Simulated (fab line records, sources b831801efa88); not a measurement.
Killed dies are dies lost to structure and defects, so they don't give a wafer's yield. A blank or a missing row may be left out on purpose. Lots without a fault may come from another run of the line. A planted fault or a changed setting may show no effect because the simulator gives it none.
Problem report in the 8D (eight disciplines) form, filled by code | flow gf180mcu | the parts of the form that need people (team, actions taken, sign-off) are left out

1. THE PROBLEM
MIM_ALCU_RS at GF_MIM_RS_MEAS_10 reads a mean of 0.1452 ohm/sq on 2 wafers of 2 lots; wafers without a fault read 0.1600 ohm/sq with a standard deviation of 0.0018. That is -8.2 standard deviations from the usual mean.
The step: measures by four-point-probe.
First seen on wafer L392.4, day 26 08:58, on film_metro-01. The record holds 33 wafers of 11 lots with a number at this step. Rule for "out", or "out of limits": more than 4 standard deviations from the usual mean. The other wafers with a number count as sound.

2. WHAT IT IS AND WHAT IT IS NOT
question                    | is                | is not
which readings at this step | MIM_ALCU_RS       | -
which lots                  | L392, L393        | L386, L387, L398, L400, L402, L404, L405, L407, L409
which wafers of those lots  | L392.4, L393.3    | L392.1, L392.5, L393.1, L393.2
read on which gauges        | film_metro-01     | film_metro-02, film_metro-04
when                        | from day 26 08:58 | up to then (8 sound wafers); but 23 sound wafers of L393, L398, L400, L402, L404, L405, L407, L409 came after

3. SUSPECTS, AND WHAT RULES EACH OUT
Counting: a tool at a process step up to the reading stays a suspect if it ran every lot that is out. Sound lots after the first of them don't rule it out here, since some wafers of a struck lot are sound.
- the gauge at GF_MIM_RS_MEAS_10: ruled out. All the wafers that are out were read on film_metro-01, but those of them that GF_MIM_SPUTTER_08 has rows for are out there too, on other tools.
- pvd_sputter-01 at GF_MIM_SPUTTER_08 (material AlCu, target thk 200 nm, time 10.6 s): kept. It ran every lot that is out, first L392 (day 26 08:55); its last sound lot up to then is L387 (day 24 16:24). Its own readings are out on those wafers: cathode_dc_power_W.
Left after counting: pvd_sputter-01 at GF_MIM_SPUTTER_08.

4. THE CAUSE (what the simulator had put in)
Process parameter drift: pvd_sputter-01, from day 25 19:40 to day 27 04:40, at GF_MIM_SPUTTER_08. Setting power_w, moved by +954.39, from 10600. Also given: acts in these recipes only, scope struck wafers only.
Counting left only this tool.

5. THE CHAIN OF EFFECTS, in route order
Each row: a reading whose mean over the struck wafers that have a number lies more than 3 standard deviations from the usual. Only readings for which the record gives a usual standard deviation are gone through. hours: the time from each lot's start at the first step in this table that gives one to its start at this step, as a median over the lots. sigmas: the change in usual standard deviations.
hours | step                 | reading            | usual         | on struck wafers | change  | sigmas
0     | GF_MIM_SPUTTER_08    | cathode_dc_power_W | 10600 W       | 11555            | +955    | +99 or more
0     | GF_MIM_RS_MEAS_10    | MIM_ALCU_RS        | 0.1600 ohm/sq | 0.1452           | -0.0148 | -8.2
0     | GF_MIM_THK_MEAS_11   | MIM_ALCU_THK       | 201.6 nm      | 219.0            | +17.4   | +7.3
21    | GF_MIM_METAL_ETCH_19 | oes_product_au     | 0.942 a.u.    | 0.969            | +0.027  | +4.2
21    | GF_MIM_METAL_ETCH_19 | throttle_valve_pct | 28.281 %      | 28.249           | -0.032  | -3.3
The process steps in it:
- GF_MIM_SPUTTER_08: material AlCu, target thk 200 nm, time 10.6 s.
- GF_MIM_METAL_ETCH_19: etches the open film in Cl2/BCl3, stops on Si3N4, target depth 324.5 nm, time 54.1 s.

6. WHAT WOULD HAVE CAUGHT IT SOONER
In this record the first reading out of limits at a measuring or inspecting step was taken at day 26 08:58, 13 hours after the fault began at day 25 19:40.
The tool's own readings at GF_MIM_SPUTTER_08 were out on every struck wafer that the step has a row for (cathode_dc_power_W): an alarm limit on them would have fired on the first of those.
Of the lots that are out (2), L393 began GF_MIM_SPUTTER_08 on pvd_sputter-01 after day 26 08:58. A hold on the tool at that time would have spared it.
